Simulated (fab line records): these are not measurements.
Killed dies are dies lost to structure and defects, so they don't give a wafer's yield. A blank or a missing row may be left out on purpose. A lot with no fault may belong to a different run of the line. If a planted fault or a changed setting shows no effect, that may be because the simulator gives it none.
A lot that was struck, set against a sound lot | flow sky130 | 43 steps out of a route of 708
Sound: wafers L992.3, L992.4, L992.6. The struck wafers were L102.2, L102.5, L102.6. The cause is named last.
At each step with rows: each side's tool, then ch and its chambers, then its first start. Under that, the readings that differ: sound wafers | struck wafers | difference of the means | sigmas: that difference in standard deviations of wafers without a fault.
alike: a reading whose means differ by less than 2 such deviations, as well as words and numbers matching on both sides. not compared: withheld readings; readings where some wafer has no value; bounds like >300 that might hide an equal value; numbers whose values overlap and for which the record gives no deviation.
A row with sigmas, a row that says differs or no value, or rows on one side alone: a step with any of these is where the two part. Numbers that don't overlap but have no deviation are shown without sigmas and don't part them. A reading missing from all wafers of one side parts the sides only when that side holds two or more wafers.

SKY_VIA4_THK_MEAS_01:
  sound on film-metro-01 at day 44 09:23; struck on film-metro-03 at day 47 01:24
  alike: VIA4_HDPCVD_THK
then, 1 step without rows for these wafers: SKY_VIA4_CMP_02 (polishes SiO2).
SKY_VIA4_BOW_MEAS_03:
  sound on film-metro-03 at day 44 09:46; struck on film-metro-01 at day 47 01:53
  alike: VIA4_BOW
then, 7 steps without rows for these wafers: SKY_VIA4_DEHYDRATE_04 (time 60 s); SKY_VIA4_HMDS_05 (prime time 60 s); SKY_VIA4_COAT_06 (resist thk 1140 nm); SKY_VIA4_SOFTBAKE_07 (time 60 s); SKY_VIA4_EXPOSE_08 (exposes mask VIM4, target cd 800 nm); SKY_VIA4_PEB_09; SKY_VIA4_DEVELOP_10 (develop time 60 s).
SKY_VIA4_OVL_MEAS_11:
  sound on overlay-01 at day 45 08:25; struck on overlay-01 at day 47 20:44
  reading       | sound          | struck      | difference | sigmas
  VIA4_OVL (nm) | -1.2 -2.1 -1.6 | 4.6 4.4 4.7 | +6.2       | +3
SKY_VIA4_ETCH_12: etches SiO2 in C4F8/O2/Ar, stops on TiN, target depth 580 nm.
  sound on rie-diel-03 ch 0,1,3, day 45 08:26; struck on rie-diel-01 ch 0,1, day 47 20:46
  alike: oes-product-au
SKY_VIA4_STRIP_13: strips in O2/N2.
  sound on plasma-asher-02 ch 0,1, day 45 08:32; struck on plasma-asher-03 ch 0,1, day 47 20:50
  alike: drypump-motor-current-A, oes-product-au, strip-time-to-endpoint-s
  not compared: rf-hours-counter-h
then, 4 steps without rows for these wafers: SKY_VIA4_STRIP_14 (strips in post etch residue remover, time 1200 s); SKY_VIA4_CLEAN_15 (cleans in IPA, time 180 s); SKY_VIA4_CLEAN_16 (cleans in O3/DIW); SKY_VIA4_SPUTTER_17 (material TiN, target thk 20 nm, time 80 s).
SKY_VIA4_CVD_18: deposits W, target thk 505 nm, time 152.14 s.
  sound on cvd-w-02 ch 0,1, day 45 09:44; struck on cvd-w-02 ch 0,1, day 47 21:29
  alike: heater-power-w
  not compared: since-wet-clean-h
SKY_VIA4_RS_MEAS_19: a four-point-probe measurement.
  sound on film-metro-03 at day 45 09:53; struck on film-metro-01 at day 47 21:39
  alike: VIA4_W_RS
SKY_VIA4_THK_MEAS_20: measures by xrf.
  sound on film-metro-03 at day 45 09:59; struck on film-metro-01 at day 47 21:46
  reading         | sound       | struck      | difference | sigmas
  VIA4_W_THK (nm) | 534 536 530 | 554 564 550 | +23        | +3
then, 1 step without rows for these wafers: SKY_VIA4_CMP_21 (polishes, stops on SiO2, t overpolish 25 s, target thk 0 nm).
SKY_METAL5_SPUTTER_00: material Ti, target thk 15 nm, time 10 s.
  sound on pvd-sputter-03 at day 45 10:19; struck on pvd-sputter-04 at day 47 22:10
  alike: throttle-valve-pct
SKY_METAL5_SPUTTER_01: material TiN, target thk 20 nm, time 16.7 s.
  sound on pvd-sputter-03 at day 45 10:20; struck on pvd-sputter-04 at day 47 22:12
  alike: throttle-valve-pct
then, 3 steps without rows for these wafers: SKY_METAL5_SPUTTER_02 (material AlCu, target thk 1150 nm, time 61.2 s); SKY_METAL5_SPUTTER_03 (material Ti, target thk 5 nm, time 3.3 s); SKY_METAL5_SPUTTER_04 (material TiN, target thk 70 nm, time 58.3 s).
SKY_METAL5_RS_MEAS_05: a four-point-probe measurement.
  sound on film-metro-03 at day 45 10:31; struck on film-metro-02 at day 47 22:22
  alike: METAL5_ALCU_RS
SKY_METAL5_THK_MEAS_06: measures by xrf.
  sound on film-metro-03 at day 45 10:37; struck on film-metro-02 at day 47 22:28
  alike: METAL5_ALCU_THK
then, 7 steps without rows for these wafers: SKY_METAL5_DEHYDRATE_07 (time 60 s); SKY_METAL5_HMDS_08 (prime time 60 s); SKY_METAL5_COAT_09 (resist thk 1800 nm); SKY_METAL5_SOFTBAKE_10 (time 60 s); SKY_METAL5_EXPOSE_11 (exposes mask MM5, target cd 1600 nm); SKY_METAL5_PEB_12; SKY_METAL5_DEVELOP_13 (develop time 60 s).
SKY_METAL5_DESCUM_14: chemistry O2, time 11 s.
  sound on rie-metal-02 ch 0,1, day 46 08:36; struck on rie-metal-03 ch 0,1, day 48 17:32
  alike: drypump-motor-current-A, oes-product-au
  not compared: rf-hours-counter-h
then, 6 steps without rows for these wafers: SKY_METAL5_METAL_ETCH_15 (etches the open film in Cl2/BCl3, stops on SiO2, target depth 1260 nm, time 252 s); SKY_METAL5_STRIP_16 (strips in O2/N2); SKY_METAL5_STRIP_17 (strips in post etch residue remover, time 1200 s); SKY_METAL5_CLEAN_18 (cleans in IPA, time 180 s); SKY_METAL5_CLEAN_19 (cleans in O3/DIW); SKY_PASSIVATION_CVD_00 (deposits SiO2, target thk 90 nm).
SKY_PAD_OPEN_PROBE_99:
  sound on prober-02 at day 48 05:32; struck on prober-01 at day 50 08:56
  reading                               | sound             | struck            | difference | sigmas
  killed_at_M4_up                       | 6 3 1             | 25 28 28          | +24        | +12
  sort_bin_3_pad_short (%)              | 1.8 1.0 0.6       | 1.4 2.6 2.4       | +1.0       | +3
  model.etest.tester.sort-n-pass        | 402 399 410       | 388 388 384       | -17        |
  model.etest.tester.sort-yield-pct (%) | 81.71 81.1 83.33  | 78.86 78.86 78.05 | -3.46      |
  model.etest.tester.sort_bin_5_pct (%) | 10.16 10.57 10.77 | 11.59 11.99 12.2  | +1.43      |
  alike: defect-limited-yield, killed_at_M0_to_M3, killed-at-contacts, killed-at-front-end, killed-at-other, killed-dies, killed-open, killed-short, sort_bin_5_function, sort_bin_6_memory, sort-n-pass, sort-yield-pct
  not compared: model.etest.tester.sort_bin_3_pct

== WHERE THEY PART ==
Earliest at SKY_VIA4_OVL_MEAS_11; latest, in this record, at SKY_PAD_OPEN_PROBE_99.

WHY: what the simulator had put in
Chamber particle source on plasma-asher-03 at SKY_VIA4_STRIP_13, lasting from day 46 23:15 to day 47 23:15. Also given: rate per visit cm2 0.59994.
